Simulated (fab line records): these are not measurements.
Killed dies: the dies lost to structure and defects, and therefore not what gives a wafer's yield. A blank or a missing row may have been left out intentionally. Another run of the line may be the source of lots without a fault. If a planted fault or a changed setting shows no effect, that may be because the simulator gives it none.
fab line records | flow sky130
record: lots: 6 wafers: 18 last_day: 49
route steps=708 shown PWDE@54 NWELL@56 PAD_OPEN@708
lots untouched by any fault: they come from a run of this same line in which no faults occurred
start_h: the number of hours between the record's first day and the start of the first shown wafer of the lot | wait_h: hours elapsed since this lot's preceding step | " identical to the entry in the row above | L1.1+2: a row that stands for several wafers | - either no value or no given start | * or withheld: withheld | < > ~ a bound
route shown NAME@n: NAME is a module with steps in the file, n the number in the route of the first one | usual: mean/standard deviation taken from wafers without a fault | same: alike in all rows | chamber/n: place in a boat | sites: each site's reading | _std_site: the values' standard deviation | _edge_site: the outer-site mean with the inner-site mean subtracted | radius_mm: for every site, how far away it sits from the centre of the wafer | mask NAME#n: copy n | behind: the last tool/chamber to shape the wafer | hold: cause of the lot's hold/its duration in hours/its outcome | device: the transistor (n, p or np) that didn't switch | end of line: the tests these same wafers got at the end of their route | where a step has no rows: the recipe by itself | killed: at the first sort, the dies lost to defects and structure; wafer yield is something else | map: a wafer's dies, x killed, . not, _ none there
set.NAME: setting as actually run; set.NAME@STEP: the setting as run at that earlier step | model.NAME: the simulator's own value behind a step, which no gauge read
lots at selected steps of the route; one table per step, one row per wafer
services: when a tool's chamber went out of use (start_h, in hours from the record's first day, below 0 if earlier), for how many hours, and the reason
== steps ==
step: SKY_PWDE_STRIP_09
recipe: chemistry: O2/N2 power_w: 1400 pressure_mtorr: 1500 platen_temp_c: withheld o2_flow_sccm: 3000 n2_flow_sccm: 300 overash_fraction: 0.5
usual: drypump_motor_current_A: 5.6/0.5 oes_product_au: 0.723/0.0043 strip_time_to_endpoint_s: 36.98/0.11
columns lot.wafer tool chamber start_h wait_h drypump_motor_current_A oes_product_au rf_hours_counter_h strip_time_to_endpoint_s
L822.1 plasma_asher-03 1 100.40 0.1 5.3 0.728 41 36.98
L822.5 " 0 " " 5.3 0.713 - 37.01
L822.6 " 1 " " 5.3 0.724 - 37.07
L828.1 plasma_asher-01 1 119.80 0.1 6.7 0.725 31 36.77
L828.2 " 0 " " 5.8 0.726 31 36.78
L828.6 " 0 " " 5.8 0.722 - 36.88
L829.1 plasma_asher-03 0 128.78 0.1 5.2 0.728 44 37.01
L829.4 " 1 " " 5.3 0.719 - 37.06
L829.5 " 1 " " 5.3 0.721 - 37.07
L834.1 plasma_asher-04 0 154.08 0.1 5.2 0.711 46 36.87
L834.4 " 0 " " 5.2 0.720 - 36.96
L834.6 " 1 " " 5.9 0.717 - 36.88
L838.1 plasma_asher-03 0 176.45 0.1 5.3 0.721 48 36.96
L838.2 " 1 " " 5.3 0.727 48 36.96
L838.6 " 1 " " 5.3 0.731 - 37.07
L839.1 plasma_asher-01 0 180.35 0.1 5.8 0.721 37 37.04
L839.2 " 1 " " 6.7 0.727 37 36.94
L839.6 " 0 " " 5.8 0.725 - 37.13
step: SKY_PWDE_TW_MEAS_10
usual: PWDE_TW: 379/4.6
columns lot.wafer tool chamber start_h wait_h PWDE_TW
L822.1 film_metro-03 - 100.50 0.1 376
L822.5 " - " " 374
L822.6 " - " " 375
L828.1 film_metro-01 - 119.90 0.1 384
L828.2 " - " " 384
L828.6 " - " " 385
L829.1 film_metro-02 - 128.88 0.1 373
L829.4 " - " " 373
L829.5 " - " " 372
L834.1 film_metro-01 - 154.18 0.1 382
L834.4 " - " " 381
L834.6 " - " " 386
L838.1 film_metro-01 - 176.55 0.1 383
L838.2 " - " " 383
L838.6 " - " " 383
L839.1 film_metro-01 - 180.45 0.1 384
L839.2 " - " " 384
L839.6 " - " " 383
step: SKY_NWELL_DEHYDRATE_03
recipe: temp_c: 200 time_s: 60
step: SKY_NWELL_HMDS_04
recipe: prime_time_s: 60 prime_temp_c: 120
step: SKY_NWELL_COAT_05
recipe: spin_rpm: 2000 resist_thk_nm: 3000
step: SKY_NWELL_SOFTBAKE_06
recipe: temp_c: 110 time_s: withheld
step: SKY_NWELL_EXPOSE_07
recipe: mask_id: NWM na: 0.6 source_shape: conventional sigma_outer: 0.6 polarization: unpolarized target_cd_nm: 840 dose_mj: 255
step: SKY_NWELL_PEB_08
recipe: temp_c: 115 time_s: withheld
step: SKY_NWELL_DEVELOP_09
recipe: wall_angle_deg: 90 developer: TMAH develop_time_s: 60 dev_temp_c: 23
step: SKY_NWELL_OVL_MEAS_10
usual: NWELL_00_OVL: 0.7/1.2
columns lot.wafer tool chamber start_h wait_h NWELL_00_OVL[nm]
L822.1 overlay-01 - 118.20 - 0.0
L822.5 " - " " 0.9
L822.6 " - " " -0.1
L828.1 overlay-01 - 138.52 - 1.6
L828.2 " - " " 2.2
L828.6 " - " " 1.9
L829.1 overlay-01 - 147.59 - -0.2
L829.4 " - " " -0.1
L829.5 " - " " -0.2
L834.1 overlay-01 - 172.59 - 3.3
L834.4 " - " " 1.7
L834.6 " - " " 1.8
L838.1 overlay-01 - 197.09 - -0.3
L838.2 " - " " 1.1
L838.6 " - " " 1.4
L839.1 overlay-02 - 201.19 - 0.1
L839.2 " - " " 1.8
L839.6 " - " " 0.2
step: SKY_NWELL_IMPLANT_11
recipe: species: P energy_kev: 400 dose_cm2: 1.9e+13 tilt_deg: withheld
step: SKY_NWELL_IMPLANT_12
recipe: species: P energy_kev: 120 dose_cm2: 1.3e+12 tilt_deg: withheld
step: SKY_NWELL_IMPLANT_13
recipe: species: P energy_kev: 50 dose_cm2: 7e+11 tilt_deg: withheld
usual: dose_ions_cm2: 6.999e+11/9.7e+08 faraday_current_uA: 3.95/0.076
columns lot.wafer tool chamber start_h wait_h dose_ions_cm2 faraday_current_uA
L822.1 implanter-02 0 118.53 0.1 7.001e+11 3.97
L822.5 " 0 " " 6.987e+11 3.84
L822.6 " 0 " " 6.996e+11 3.82
L828.1 implanter-02 0 138.85 0.1 9.744e+11 5.48
L828.2 " 0 " " 9.759e+11 5.61
L828.6 " 0 " " 9.757e+11 5.34
L829.1 implanter-02 0 147.93 0.1 9.747e+11 5.67
L829.4 " 0 " " 9.75e+11 5.58
L829.5 " 0 " " 9.765e+11 5.36
L834.1 implanter-04 0 172.93 0.1 6.994e+11 3.91
L834.4 " 0 " " 6.986e+11 4.03
L834.6 " 0 " " 6.992e+11 3.95
L838.1 implanter-04 0 197.43 0.1 7.007e+11 3.90
L838.2 " 0 " " 6.998e+11 3.88
L838.6 " 0 " " 7.003e+11 3.96
L839.1 implanter-01 0 201.53 0.1 6.982e+11 4.12
L839.2 " 0 " " 6.987e+11 3.92
L839.6 " 0 " " 6.981e+11 3.91
step: SKY_NWELL_STRIP_14
recipe: chemistry: O2/N2 power_w: 1400 pressure_mtorr: 1500 platen_temp_c: withheld o2_flow_sccm: 3000 n2_flow_sccm: 300 overash_fraction: 0.5
usual: drypump_motor_current_A: 5.6/0.32 oes_product_au: 0.722/0.0043 strip_time_to_endpoint_s: 36.89/0.12
columns lot.wafer tool chamber start_h wait_h drypump_motor_current_A oes_product_au rf_hours_counter_h strip_time_to_endpoint_s
L822.1 plasma_asher-03 1 118.68 0.1 5.3 0.722 43 36.90
L822.5 " 1 " " 5.3 0.723 - 36.88
L822.6 " 0 " " 5.3 0.732 - 36.82
L828.1 plasma_asher-03 0 139.00 0.1 5.3 0.722 45 37.04
L828.2 " 1 " " 5.3 0.716 45 37.03
L828.6 " 0 " " 5.3 0.722 - 37.02
L829.1 plasma_asher-02 1 148.08 0.1 5.7 0.725 3 36.73
L829.4 " 1 " " 5.7 0.721 - 36.72
L829.5 " 1 " " 5.7 0.722 - 36.67
L834.1 plasma_asher-02 1 173.08 0.1 5.7 0.728 6 36.92
L834.4 " 1 " " 5.7 0.728 - 36.92
L834.6 " 1 " " 5.7 0.720 - 36.88
L838.1 plasma_asher-03 0 197.58 0.1 5.2 0.723 50 36.74
L838.2 " 1 " " 5.3 0.723 50 36.59
L838.6 " 1 " " 5.3 0.724 - 36.76
L839.1 plasma_asher-02 0 201.68 0.1 6.0 0.722 9 36.75
L839.2 " 1 " " 5.8 0.718 9 36.72
L839.6 " 1 " " 5.8 0.726 - 36.85
step: SKY_NWELL_TW_MEAS_15
usual: NWELL_TW: 1834/20
columns lot.wafer tool chamber start_h wait_h NWELL_TW
L822.1 film_metro-01 - 118.81 0.1 1866
L822.5 " - " " 1863
L822.6 " - " " 1873
L828.1 film_metro-01 - 139.10 0.1 1885
L828.2 " - " " 1882
L828.6 " - " " 1879
L829.1 film_metro-02 - 148.18 0.1 1827
L829.4 " - " " 1828
L829.5 " - " " 1821
L834.1 film_metro-02 - 173.18 0.1 1823
L834.4 " - " " 1826
L834.6 " - " " 1826
L838.1 film_metro-03 - 197.68 0.1 1828
L838.2 " - " " 1834
L838.6 " - " " 1830
L839.1 film_metro-03 - 201.78 0.1 1835
L839.2 " - " " 1825
L839.6 " - " " 1835
step: SKY_NWELL_DEHYDRATE_16
recipe: temp_c: 200 time_s: 60
step: SKY_NWELL_HMDS_17
recipe: prime_time_s: 60 prime_temp_c: 120
step: SKY_NWELL_COAT_18
recipe: spin_rpm: 2000 resist_thk_nm: 3000
step: SKY_NWELL_SOFTBAKE_19
recipe: temp_c: 110 time_s: withheld
step: SKY_NWELL_EXPOSE_20
recipe: mask_id: NWM_COMPLEMENT na: 0.6 source_shape: conventional sigma_outer: 0.6 polarization: unpolarized target_cd_nm: 840 dose_mj: 260
step: SKY_NWELL_PEB_21
recipe: temp_c: 115 time_s: withheld
step: SKY_NWELL_DEVELOP_22
recipe: wall_angle_deg: 90 developer: TMAH develop_time_s: 60 dev_temp_c: 23
step: SKY_NWELL_OVL_MEAS_23
usual: NWELL_01_OVL: -0.2/1.2
columns lot.wafer tool chamber start_h wait_h NWELL_01_OVL[nm]
L822.1 overlay-01 - 137.22 - -1.0
L822.5 " - " " -1.3
L822.6 " - " " -0.3
L828.1 overlay-01 - 158.87 - -0.9
L828.2 " - " " -0.4
L828.6 " - " " -0.5
L829.1 overlay-01 - 167.47 - -0.1
L829.4 " - " " -1.2
L829.5 " - " " -1.3
L834.1 overlay-02 - 193.57 - 1.2
L834.4 " - " " -0.9
L834.6 " - " " 1.0
L838.1 overlay-02 - 219.14 - 0.5
L838.2 " - " " 1.7
L838.6 " - " " 0.3
L839.1 overlay-02 - 224.09 - 0.1
L839.2 " - " " 1.9
L839.6 " - " " 0.7
step: SKY_NWELL_IMPLANT_24
recipe: species: B energy_kev: 140 dose_cm2: 9.2e+12 tilt_deg: withheld
step: SKY_NWELL_STRIP_25
recipe: chemistry: O2/N2 power_w: 1400 pressure_mtorr: 1500 platen_temp_c: withheld o2_flow_sccm: 3000 n2_flow_sccm: 300 overash_fraction: 0.5
usual: drypump_motor_current_A: 5.6/0.31 oes_product_au: 0.723/0.0045 strip_time_to_endpoint_s: 36.89/0.099
columns lot.wafer tool chamber start_h wait_h drypump_motor_current_A oes_product_au rf_hours_counter_h strip_time_to_endpoint_s
L822.1 plasma_asher-04 1 137.40 0.1 5.9 0.725 44 36.88
L822.5 " 0 " " 5.2 0.726 - 36.85
L822.6 " 1 " " 5.9 0.723 - 36.89
L828.1 plasma_asher-03 1 160.20 0.1 5.3 0.717 47 36.74
L828.2 " 0 " " 5.2 0.724 47 36.84
L828.6 " 1 " " 5.3 0.717 - 36.89
L829.1 plasma_asher-04 1 167.65 0.1 5.9 0.718 47 36.99
L829.4 " 1 " " 5.9 0.726 - 36.98
L829.5 " 1 " " 5.9 0.719 - 36.93
L834.1 plasma_asher-03 0 193.75 0.1 5.2 0.723 50 36.89
L834.4 " 0 " " 5.3 0.733 - 36.82
L834.6 " 0 " " 5.2 0.724 - 36.69
L838.1 plasma_asher-02 1 219.33 0.1 5.7 0.719 10 36.71
L838.2 " 0 " " 5.9 0.714 10 36.78
L838.6 " 1 " " 5.7 0.728 - 36.80
L839.1 plasma_asher-02 1 224.28 0.1 5.7 0.715 11 36.85
L839.2 " 0 " " 5.9 0.716 11 36.81
L839.6 " 1 " " 5.8 0.728 - 36.85
step: SKY_NWELL_TW_MEAS_26
usual: NWELL_2_TW: 501/5.3
columns lot.wafer tool chamber start_h wait_h NWELL_2_TW
L822.1 film_metro-03 - 137.50 0.1 496
L822.5 " - " " 498
L822.6 " - " " 500
L828.1 film_metro-02 - 160.30 0.1 498
L828.2 " - " " 500
L828.6 " - " " 493
L829.1 film_metro-02 - 167.75 0.1 495
L829.4 " - " " 495
L829.5 " - " " 499
L834.1 film_metro-03 - 193.85 0.1 498
L834.4 " - " " 498
L834.6 " - " " 501
L838.1 film_metro-03 - 219.43 0.1 497
L838.2 " - " " 498
L838.6 " - " " 498
L839.1 film_metro-02 - 224.38 0.1 500
L839.2 " - " " 500
L839.6 " - " " 502
step: SKY_NWELL_CLEAN_27
recipe: chemistry: SC1/SC2 mix: 1:4:20 temp_c: 70 time_s: 150 dry: n2_spin
step: SKY_NWELL_RTA_28
recipe: temp_c: 1050 time_s: 30 idle_temp_c: 650 ramp_up_c_per_s: 150 ramp_down_c_per_s: 90 ambient: N2
usual: lamp_power_pct: 25.31/0.056 wafer_temp_C_max: 1054.9/0.91
columns lot.wafer tool chamber start_h wait_h lamp_power_pct wafer_temp_C_max
L822.1 rtp_anneal-01 0 137.61 0.0 25.32 1055.2
L822.5 " 0 " " 25.30 1055.2
L822.6 " 0 " " 25.32 1053.9
L828.1 rtp_anneal-01 0 160.41 0.0 25.22 1054.2
L828.2 " 0 " " 25.30 1055.7
L828.6 " 0 " " 25.35 1055.0
L829.1 rtp_anneal-02 0 167.87 0.0 25.36 1054.6
L829.4 " 0 " " 25.28 1055.0
L829.5 " 0 " " 25.32 1056.0
L834.1 rtp_anneal-01 0 194.02 0.0 25.34 1054.8
L834.4 " 0 " " 25.24 1055.7
L834.6 " 0 " " 25.27 1054.9
L838.1 rtp_anneal-01 0 219.54 0.0 25.33 1054.1
L838.2 " 0 " " 25.27 1055.5
L838.6 " 0 " " 25.28 1054.6
L839.1 rtp_anneal-02 0 224.49 0.0 25.35 1053.8
L839.2 " 0 " " 25.32 1055.0
L839.6 " 0 " " 25.30 1055.7
step: SKY_NWELL_RS_MEAS_29
recipe: thk_meas_gauge: four-point-probe
usual: NWELL_RS: 625.0/1.5
columns lot.wafer tool chamber start_h wait_h NWELL_RS[ohm/sq]
L822.1 film_metro-02 - 137.71 0.1 627.5
L822.5 " - " " 626.9
L822.6 " - " " 626.4
L828.1 film_metro-01 - 160.61 0.2 617.5
L828.2 " - " " 618.9
L828.6 " - " " 616.7
L829.1 film_metro-03 - 167.97 0.1 617.5
L829.4 " - " " 620.0
L829.5 " - " " 619.6
L834.1 film_metro-02 - 194.12 0.1 625.0
L834.4 " - " " 625.4
L834.6 " - " " 625.5
L838.1 film_metro-02 - 219.64 0.1 625.0
L838.2 " - " " 625.2
L838.6 " - " " 623.2
L839.1 film_metro-02 - 224.59 0.1 625.6
L839.2 " - " " 624.5
L839.6 " - " " 625.1
step: SKY_PAD_OPEN_PROBE_99
usual: killed_at_M0_to_M3: 44/7.1 killed_at_M4_up: 3.5/2 killed_at_contacts: 24/5.3 killed_at_front_end: 15/4.8 killed_at_other: 0.1/0.35 killed_dies: 86/9.3 killed_open: 47/7.8 killed_short: 39/5.9
same: gross_dies: 492 killed_at_back_side: 0
columns lot.wafer tool chamber start_h wait_h killed_at_M0_to_M3 killed_at_M4_up killed_at_contacts killed_at_front_end killed_at_other killed_dies killed_open killed_short model.etest.nfet_16v.r_on_ohm_um model.etest.pfet_g5v0d10v5.r_on_ohm_um model.etest.tip_p_5v.rs_ohm_sq model.etest.pfet_g5v0d10v5.drive_ua_um model.etest.pfet_01v8_lvt.drive_ua_um model.etest.pfet_01v8_lvt.off_log10_a_um model.etest.pfet_g5v0d10v5.off_log10_a_um model.etest.pfet_g5v0d10v5.vt_sat_v
L822.1 prober-02 - 1106.41 0.1 36 4 25 23 0 88 46 42 1.425e+04 4653 2840 347.1 178.5 -8.674 -12.18 -0.6085
L822.5 prober-02 - 1106.61 0.2 52 4 23 19 0 98 58 40 1.424e+04 4671 2828 348.6 181.3 -8.657 -12.08 -0.5833
L822.6 prober-02 - 1106.66 0.2 47 2 28 16 1 94 56 38 1.435e+04 4648 2858 352.8 179.1 -8.593 -12.01 -0.5759
L828.1 prober-01 - 1130.36 0.1 29 11 21 11 0 72 39 33 1.391e+04 4890 2901 333 165.3 -10.02 -13.52 -0.7547
L828.2 prober-01 - 1130.41 0.1 57 3 17 13 0 90 49 41 1.402e+04 4829 2896 333.6 164.9 -10.16 -13.29 -0.7389
L828.6 prober-01 - 1130.61 0.2 41 6 19 11 0 77 35 42 1.402e+04 4831 2888 334.1 166.5 -9.958 -13.41 -0.7352
L829.1 prober-01 - 1144.94 0.1 43 6 22 21 0 92 49 43 1.37e+04 4806 2878 333.8 167.2 -9.844 -13.33 -0.7585
L829.4 prober-01 - 1145.09 0.2 47 0 19 17 1 84 42 42 1.363e+04 4879 2872 331.4 164.1 -10.17 -13.36 -0.7616
L829.5 prober-01 - 1145.14 0.2 39 6 24 11 0 80 43 37 1.356e+04 4780 2871 334.3 167.7 -9.637 -13.39 -0.7343
L834.1 prober-01 - 1162.54 0.1 52 2 28 23 0 105 60 45 1.405e+04 4820 2855 336.4 170.3 -9.065 -12.88 -0.6602
L834.4 prober-01 - 1162.69 0.2 38 3 28 18 1 88 45 43 1.398e+04 4852 2864 335.9 173 -9.015 -12.81 -0.6709
L834.6 prober-01 - 1162.79 0.2 56 2 20 14 0 92 50 42 1.396e+04 4820 2847 338.9 173.2 -9.041 -12.97 -0.6616
L838.1 prober-01 - 1179.76 0.1 62 3 26 19 0 110 67 43 1.387e+04 4705 2850 345.3 173.1 -9.107 -12.77 -0.6552
L838.2 prober-01 - 1179.81 0.1 43 0 22 13 0 78 43 35 1.39e+04 4726 2864 339.8 175.9 -9.205 -12.72 -0.656
L838.6 prober-01 - 1180.01 0.2 51 3 33 10 0 97 52 45 1.369e+04 4726 2864 344 174.1 -8.94 -12.65 -0.6548
L839.1 prober-02 - 1182.67 0.1 55 7 25 16 0 103 60 43 1.399e+04 4698 2840 347.3 178 -9.045 -12.25 -0.5907
L839.2 prober-02 - 1182.72 0.1 44 5 25 16 0 90 41 49 1.396e+04 4684 2864 348.1 178.7 -8.958 -12.46 -0.625
L839.6 prober-02 - 1182.92 0.2 32 7 12 24 0 75 33 42 1.415e+04 4770 2889 341.6 175.7 -8.913 -12.45 -0.6328
killed by level:class
L822.1 METAL1:geometric_particle:short=9 CONTACT:geometric_particle:open=9 POLY_GATE:geometric_particle:short=6 POLY_GATE:geometric_particle:open=6 LI_CONTACT:geometric_particle:open=6 CONTACT:geometric_particle:short=6 VIA1:geometric_particle:open=5 METAL2:geometric_particle:short=5
L822.5 VIA1:geometric_particle:open=15 VIA2:geometric_particle:open=11 FIELD_ISO:geometric_particle:open=8 LI_CONTACT:geometric_particle:open=8 CONTACT:geometric_particle:short=5 VIA1:geometric_particle:short=5 METAL2:geometric_particle:short=5 VIA3:geometric_particle:open=5
L822.6 VIA1:geometric_particle:open=19 CONTACT:geometric_particle:open=10 LI_CONTACT:geometric_particle:open=7 CONTACT:geometric_particle:short=6 FIELD_ISO:geometric_particle:open=4 POLY_GATE:geometric_particle:open=4 METAL1:geometric_particle:short=4 METAL2:geometric_particle:short=4
L828.1 METAL4:geometric_particle:short=9 CONTACT:geometric_particle:open=8 VIA1:geometric_particle:open=8 VIA2:geometric_particle:open=7 CONTACT:geometric_particle:short=5 LI_CONTACT:geometric_particle:open=4 FIELD_ISO:geometric_particle:short=3 POLY_GATE:geometric_particle:open=3
L828.2 VIA1:geometric_particle:open=10 VIA1:geometric_particle:short=8 VIA3:geometric_particle:open=8 VIA2:geometric_particle:open=8 METAL2:geometric_particle:short=7 LI_CONTACT:geometric_particle:open=6 CONTACT:geometric_particle:open=6 METAL3:geometric_particle:short=5
L828.6 METAL2:geometric_particle:short=12 VIA1:geometric_particle:open=10 FIELD_ISO:geometric_particle:open=5 LOCAL_INTERCONNECT:geometric_particle:short=5 METAL4:geometric_particle:short=5 METAL1:geometric_particle:short=4 CONTACT:geometric_particle:open=4 VIA2:geometric_particle:open=4
L829.1 CONTACT:geometric_particle:open=10 VIA1:geometric_particle:open=10 POLY_GATE:geometric_particle:open=7 METAL3:geometric_particle:short=7 VIA2:geometric_particle:open=6 METAL2:geometric_particle:short=5 POLY_GATE:geometric_particle:short=4 LOCAL_INTERCONNECT:geometric_particle:short=4
L829.4 VIA3:geometric_particle:open=8 VIA1:geometric_particle:open=7 VIA2:geometric_particle:short=6 METAL2:geometric_particle:short=6 VIA2:geometric_particle:open=6 FIELD_ISO:geometric_particle:short=5 LOCAL_INTERCONNECT:geometric_particle:short=5 METAL1:geometric_particle:short=5
L829.5 CONTACT:geometric_particle:open=9 LI_CONTACT:geometric_particle:open=8 VIA1:geometric_particle:open=8 METAL2:geometric_particle:short=7 VIA1:geometric_particle:short=6 METAL4:geometric_particle:short=5 CONTACT:geometric_particle:short=4 VIA2:geometric_particle:open=4
L834.1 VIA1:geometric_particle:open=12 METAL2:geometric_particle:short=11 VIA3:geometric_particle:open=10 CONTACT:geometric_particle:open=9 LI_CONTACT:geometric_particle:open=8 FIELD_ISO:geometric_particle:open=7 POLY_GATE:geometric_particle:open=7 CONTACT:geometric_particle:short=5
L834.4 LI_CONTACT:geometric_particle:open=10 CONTACT:geometric_particle:open=8 VIA1:geometric_particle:open=8 METAL1:geometric_particle:short=6 VIA2:geometric_particle:open=6 POLY_GATE:geometric_particle:short=5 VIA1:geometric_particle:short=5 CONTACT:geometric_particle:short=4
L834.6 VIA1:geometric_particle:open=13 METAL2:geometric_particle:short=10 VIA2:geometric_particle:open=8 METAL1:geometric_particle:short=7 VIA1:geometric_particle:short=6 CONTACT:geometric_particle:open=6 LI_CONTACT:geometric_particle:open=5 VIA3:geometric_particle:open=5
L838.1 VIA1:geometric_particle:open=15 CONTACT:geometric_particle:open=12 VIA2:geometric_particle:open=11 VIA3:geometric_particle:open=8 VIA1:geometric_particle:short=7 LOCAL_INTERCONNECT:geometric_particle:short=6 LI_CONTACT:geometric_particle:open=5 METAL2:geometric_particle:short=5
L838.2 VIA1:geometric_particle:open=13 CONTACT:geometric_particle:open=11 METAL2:geometric_particle:short=7 FIELD_ISO:geometric_particle:short=5 VIA2:geometric_particle:open=4 FIELD_ISO:geometric_particle:open=3 LOCAL_INTERCONNECT:geometric_particle:short=3 CONTACT:geometric_particle:short=3
L838.6 VIA1:geometric_particle:open=11 CONTACT:geometric_particle:short=10 CONTACT:geometric_particle:open=8 LI_CONTACT:geometric_particle:open=7 VIA1:geometric_particle:short=7 VIA2:geometric_particle:open=7 METAL2:geometric_particle:short=6 POLY_GATE:geometric_particle:open=5
L839.1 VIA1:geometric_particle:open=14 CONTACT:geometric_particle:open=12 METAL1:geometric_particle:short=6 VIA2:geometric_particle:open=6 VIA3:geometric_particle:open=6 LI_CONTACT:geometric_particle:open=5 VIA1:geometric_particle:short=5 METAL3:geometric_particle:short=5
L839.2 METAL2:geometric_particle:short=10 LI_CONTACT:geometric_particle:open=9 METAL1:geometric_particle:short=6 CONTACT:geometric_particle:open=6 VIA1:geometric_particle:open=6 LOCAL_INTERCONNECT:geometric_particle:short=5 VIA2:geometric_particle:short=5 VIA3:geometric_particle:open=5
L839.6 FIELD_ISO:geometric_particle:open=8 VIA1:geometric_particle:open=7 FIELD_ISO:geometric_particle:short=6 METAL4:geometric_particle:short=6 METAL1:geometric_particle:short=5 METAL2:geometric_particle:short=5 POLY_GATE:geometric_particle:open=4 LI_CONTACT:geometric_particle:open=3
== services ==
columns tool chamber start_h hours kind
plasma_asher-04 - 78.17 0.7 repair
implanter-01 - 101.74 6.3 pm
plasma_asher-02 - 108.75 9.0 pm
plasma_asher-02 0 108.75 9.0 vent_cycle
plasma_asher-02 1 108.75 9.0 vent_cycle
implanter-01 - 109.55 3.3 pm
plasma_asher-02 0 117.75 - clean
plasma_asher-02 1 117.75 - clean
plasma_asher-04 - 119.11 3.1 repair
plasma_asher-03 - 129.11 7.5 repair
plasma_asher-03 - 129.39 0.3 repair
plasma_asher-03 - 130.32 1.3 repair
implanter-04 - 140.05 28.2 pm
implanter-02 - 152.38 9.6 repair
implanter-01 - 156.94 2.5 repair
plasma_asher-02 - 172.07 0.6 repair
plasma_asher-01 - 206.10 2.0 repair
plasma_asher-01 - 222.45 2.2 repair
== key ==
first_sign: step: SKY_NWELL_IMPLANT_13 reading: dose_ions_cm2 direction: up sigmas: 99+ usual: * struck: *
effect: step: SKY_NWELL_IMPLANT_13 reading: faraday_current_uA direction: up sigmas: 21 usual: 3.95 struck: 5.50
effect: step: SKY_NWELL_RS_MEAS_29 reading: NWELL_RS direction: down sigmas: 4.4 usual: 625.0 struck: 618.4
model_effect: step: SKY_PAD_OPEN_PROBE_99 value: etest.nfet_16v.r_on_ohm_um without: 1.409e+04 struck: 1.381e+04
met_at SKY_NWELL_IMPLANT_13
struck_wafers L828.1,L828.2,L828.6,L829.1,L829.4,L829.5
tester_left_out L828,L829
onset_between 118.53 138.85
fault: kind: process_parameter_drift tool: implanter-02 chamber: - onset_h: 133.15 steps: SKY_NWELL_IMPLANT_13 channel: dose_cm2 offset: * shape: step end_h: 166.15 acts_in: * stated: *
tester_left_out: of these lots the tester's yield and bins aren't shown, on N5 and GAA mostly nor the transistor test; their killed dies are dies lost to structure and defects alone, not to doping, threshold or leakage, so they don't give the yield
